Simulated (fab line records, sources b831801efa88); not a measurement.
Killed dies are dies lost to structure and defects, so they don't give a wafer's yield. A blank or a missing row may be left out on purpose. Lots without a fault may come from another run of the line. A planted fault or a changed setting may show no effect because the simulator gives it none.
Split-lot experiment | flow sfq_line | 5 lots, 23 wafers read, on a route of 325 steps

THE SPLIT
At SFQ_TRILAYER_M6_LITHO_COAT_159 (resist thk 600 nm), the setting spin_rpm was moved away from the recipe's 3000 rpm on 8 of the 23 wafers read, by -5.3% to +3.7%. The other wafers ran this setting at the recipe's value.

The file shows no step between the split and the reading.

THE READING
KrF_of_TRILAYER_M6_LITHO_COAT_159.thk_nm (the simulator's own value, which no gauge read), in nm, at SFQ_TRILAYER_M6_BARC_OPEN_METAL_ETCH_206 (etches BARC in O2, target depth 125 nm, time 41.7 s). The file gives no usual value for it. The 15 wafers here that ran the recipe average 522.7 nm, standard deviation 2.7 nm.

wafer  | tool, chamber at the split | spin_rpm as run, rpm | against the recipe | KrF_of_TRILAYER_M6_LITHO_COAT_159.thk_nm, nm | against lot-mates on the recipe
L074.2 | litho_track-02, 0          | 2840                 | -5.3%              | 540.3                                        | +16.0
L074.3 | litho_track-02, 0          | 2840                 | -5.3%              | 541.7                                        | +17.4
L074.4 | litho_track-02, 0          | 2840                 | -5.3%              | 542.1                                        | +17.8
L074.5 | litho_track-02, 0          | 3000                 | recipe             | 524.3                                        | -
L074.6 | litho_track-02, 0          | 3000                 | recipe             | 524.3                                        | -
L078.1 | litho_track-02, 0          | 3000                 | recipe             | 521                                          | -
L078.3 | litho_track-02, 0          | 3000                 | recipe             | 517.8                                        | -
L078.4 | litho_track-02, 0          | 3080                 | +2.7%              | 511.2                                        | -8.9
L078.5 | litho_track-02, 0          | 3000                 | recipe             | 521.5                                        | -
L078.6 | litho_track-02, 0          | 3080                 | +2.7%              | 513                                          | -7.1
L079.1 | litho_track-04, 0          | 3000                 | recipe             | 528.7                                        | -
L079.2 | litho_track-04, 0          | 3000                 | recipe             | 521.9                                        | -
L079.3 | litho_track-04, 0          | 3000                 | recipe             | 526.7                                        | -
L079.5 | litho_track-04, 0          | 3000                 | recipe             | 520.9                                        | -
L079.6 | litho_track-04, 0          | 3000                 | recipe             | 520.6                                        | -
L081.2 | litho_track-02, 0          | 3000                 | recipe             | 523                                          | -
L081.3 | litho_track-02, 0          | 3000                 | recipe             | 523.8                                        | -
L081.6 | litho_track-02, 0          | 3000                 | recipe             | 523.8                                        | -
L084.1 | litho_track-04, 0          | 3110                 | +3.7%              | 512.4                                        | -8.4
L084.2 | litho_track-04, 0          | 3110                 | +3.7%              | 507.4                                        | -13.4
L084.3 | litho_track-04, 0          | 3000                 | recipe             | 522.1                                        | -
L084.4 | litho_track-04, 0          | 3110                 | +3.7%              | 511.4                                        | -9.4
L084.5 | litho_track-04, 0          | 3000                 | recipe             | 519.4                                        | -

THE FIT
A straight line over all 23 wafers: KrF_of_TRILAYER_M6_LITHO_COAT_159.thk_nm changes by -3.51 nm for each +1% of spin_rpm; r = -0.96; the points scatter about the line by 2.5 nm.
The same after taking each lot's own level away (the mean of its wafers on the recipe; 23 wafers): -3.07 nm for each +1%; r = -0.97; scatter 2 nm.
On that fit, the largest move of spin_rpm shifts the reading by 16 nm.
The lots' own levels span 520.10 to 524.30 nm, that is 1.6 times the standard deviation above.
So the lot-to-lot level changes the slope: the two fits differ.
Check: with one of the wafers moved furthest among these (-5.3%) left out of the fit, the line predicts +16.8 nm for it against its lot-mates. It came out at +16 nm against them.

OTHER SPLITS ON THESE WAFERS
These wafers also went through other splits before the reading. Each is held against what the fit with the lots' levels taken away leaves over:
other split on the same wafers          | wafers away from the commonest value | r with KrF_of_TRILAYER_M6_LITHO_COAT_159.thk_nm (lot level and that fit taken away)
SFQ_TRILAYER_M5_LITHO_COAT_123 spin_rpm | 6                                    | +0.01
SFQ_TRILAYER_R5_LITHO_COAT_136 spin_rpm | 4                                    | +0.17

THE WHOLE CHAIN: every reading that the file lists as answering this split, in the file's order
step                                     | what it does                                        | reading                                                                                   | change (the file's fit)              | r (the file's)
SFQ_TRILAYER_M6_LITHO_COAT_159           | resist thk 600 nm                                   | KrF_of_TRILAYER_M6_LITHO_COAT_159.thk_nm (the simulator's own value, which no gauge read) | -2.98 nm for each +1% of the setting | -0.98
SFQ_TRILAYER_M6_BARC_OPEN_METAL_ETCH_206 | etches BARC in O2, target depth 125 nm, time 41.7 s | KrF_of_TRILAYER_M6_LITHO_COAT_159.thk_nm (the simulator's own value, which no gauge read) | -3.07 nm for each +1% of the setting | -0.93

THE FILE'S OWN FIT
KrF_of_TRILAYER_M6_LITHO_COAT_159.thk_nm changes by -3.07 nm for each +1% of spin_rpm, r = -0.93.
